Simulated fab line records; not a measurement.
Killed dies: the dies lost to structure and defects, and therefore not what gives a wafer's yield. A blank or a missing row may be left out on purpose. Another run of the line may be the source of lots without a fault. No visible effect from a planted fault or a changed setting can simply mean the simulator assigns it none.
Comparing a struck lot with a sound one ; flow sky130 ; 16 out of 708 route steps
Sound: these wafers, L819.1, L819.2, L819.5. Struck: wafer L816.1 (L816.3, L816.6, from the same lot, were not struck and are left out); the cause is given at the end.
At each step with rows: each side's tool, then ch and its chambers, then its first start. Under that, the readings that differ: sound wafers ; struck wafers ; difference of the means ; sigmas: that difference in standard deviations of wafers without a fault.
alike: words and numbers the same on both sides, and readings whose means are apart by under 2 such deviations; not compared: readings that were withheld, readings missing a value for some wafer, numbers with overlapping values and no deviation given by the record, and bounds like >300 which may hide the same value.
Wherever a step has rows on one side only, a row that says differs or no value, or a row with sigmas, the two part there. Numbers that have no deviation but don't overlap get no sigmas and don't part them. A reading missing from all wafers of one side parts the sides only when that side holds two or more wafers.

first, 2 steps without rows for these wafers: SKY_METAL4_PEB_11; SKY_METAL4_DEVELOP_12 (develop time 60 s).
SKY_METAL4_CD_MEAS_13: the cd target is 300 nm.
  sound: cdSem-01 at day 45 13:27; struck: cdSem-02 at day 45 01:57
  alike: cdNm
SKY_METAL4_OVL_MEAS_14:
  sound: overlay-02 at day 45 13:34; struck: overlay-01 at day 45 02:04
  alike: METAL4_OVL
then, 1 step without rows for these wafers: SKY_METAL4_DESCUM_15 (chemistry O2, time 8 s).
SKY_METAL4_ETCH_16: etches BARC in N2/H2, stops on SiO2, time 88.2 s, target depth 60 nm.
  sound on rieMetal-03 ch 0,1, day 45 13:38; struck on rieMetal-03 ch 0, day 45 02:08
reading;sound;struck;difference;sigmas
oesProductAu (a.u.);0.624 0.620 0.629;0.634;+0.010;+2
throttleValvePct (%);13.197 13.200 13.197;13.219;+0.021;+2
  alike: drypumpMotorCurrentA
  not compared: rfHoursCounterH
SKY_METAL4_ETCH_17: etches SiO2 in C4F8/O2/Ar, stops on TiN, time 3.9 s, target depth 15 nm.
  sound on rieDiel-02 ch 1,2,3, day 45 13:44; struck on rieDiel-01 ch 1, day 45 02:14
  alike: oesProductAu
  not compared: rfHoursCounterH
SKY_METAL4_METAL_ETCH_18: etches the open film in Cl2/BCl3, stops on SiO2, target depth 845 nm, time 183.1 s.
  sound on rieMetal-01 ch 0,1, day 45 13:46; struck on rieMetal-02 ch 0, day 45 02:16
reading;sound;struck;difference;sigmas
throttleValvePct (%);22.265 22.261 22.260;22.280;+0.018;+2
  alike: drypumpMotorCurrentA, oesProductAu
  not compared: rfHoursCounterH
SKY_METAL4_STRIP_19: strips in O2/N2.
  sound on plasmaAsher-04 ch 0,1, day 45 13:56; struck on plasmaAsher-01 ch 0, day 45 02:26
  alike: drypumpMotorCurrentA, oesProductAu, stripTimeToEndpointS
  not compared: rfHoursCounterH
then, 3 steps without rows for these wafers: SKY_METAL4_STRIP_20 (strips in post etch residue remover, time 1200 s); SKY_METAL4_CLEAN_21 (cleans in IPA, time 180 s); SKY_METAL4_CLEAN_22 (cleans in O3/DIW).
SKY_VIA4_HDPCVD_00: deposits SiO2, target thk 1750 nm, time 291.7 s.
  sound on hdpcvd-02 ch 0,1, day 45 14:32; struck on hdpcvd-01 ch 0, day 45 03:02
reading;sound;struck;difference;sigmas
model.SiO2_of_VIA4_HDPCVD_00.thkNm (nm);1733 1760 1760;1293;-458;
  alike: pressureMtorr
SKY_VIA4_THK_MEAS_01:
  sound: filmMetro-01 at day 45 14:43; struck: filmMetro-04 at day 45 03:12
reading;sound;struck;difference;sigmas
VIA4_HDPCVD_THK (nm);1734 1760 1759;1293;-458;-15
SKY_VIA4_CMP_02: polishes SiO2.
  sound on cmp-01 ch 0,2,3, day 45 16:40; struck on cmp-01 ch 1, day 45 03:19
reading;sound;struck;difference;sigmas
headPressurePsi (psi);4.010 4.013 4.005;3.986;-0.023;-3
  alike: motorCurrentA
-- the record jumps here: 3 days lie between the struck wafers' starts before and after (it left off in module VIA4 and takes up again in module PAD_OPEN, whose first step shown is number 708 of the route) --
SKY_PAD_OPEN_PROBE_99:
  sound: prober-01 at day 49 04:25; struck: prober-01 at day 48 14:17
reading;sound;struck;difference;sigmas
model.etest.tester.sortNPass;414 399 405;324;-82;
model.etest.tester.sortYieldPct (%);84.15 81.1 82.32;65.85;-16.67;
model.etest.tester.sort_bin_3_pct (%);0.813 0.813 1.423;16.87;+15.85;
model.etest.met5Comb.leakLog10AUm;-11.98 -12.02 -12.06;-8.008;+4.012;
  alike: defectLimitedYield, killed_at_M0_to_M3, killed_at_M4_up, killedAtContacts, killedAtFrontEnd, killedAtOther, killedDies, killedOpen, killedShort
  not compared: model.etest.tester.sort_bin_4_pct

WHERE THEY PART
Last at SKY_VIA4_CMP_02 as far as this record goes, first at SKY_METAL4_ETCH_16. Later steps at which nothing parts them and some readings are alike: SKY_PAD_OPEN_PROBE_99.

WHY: what had been put in by the simulator
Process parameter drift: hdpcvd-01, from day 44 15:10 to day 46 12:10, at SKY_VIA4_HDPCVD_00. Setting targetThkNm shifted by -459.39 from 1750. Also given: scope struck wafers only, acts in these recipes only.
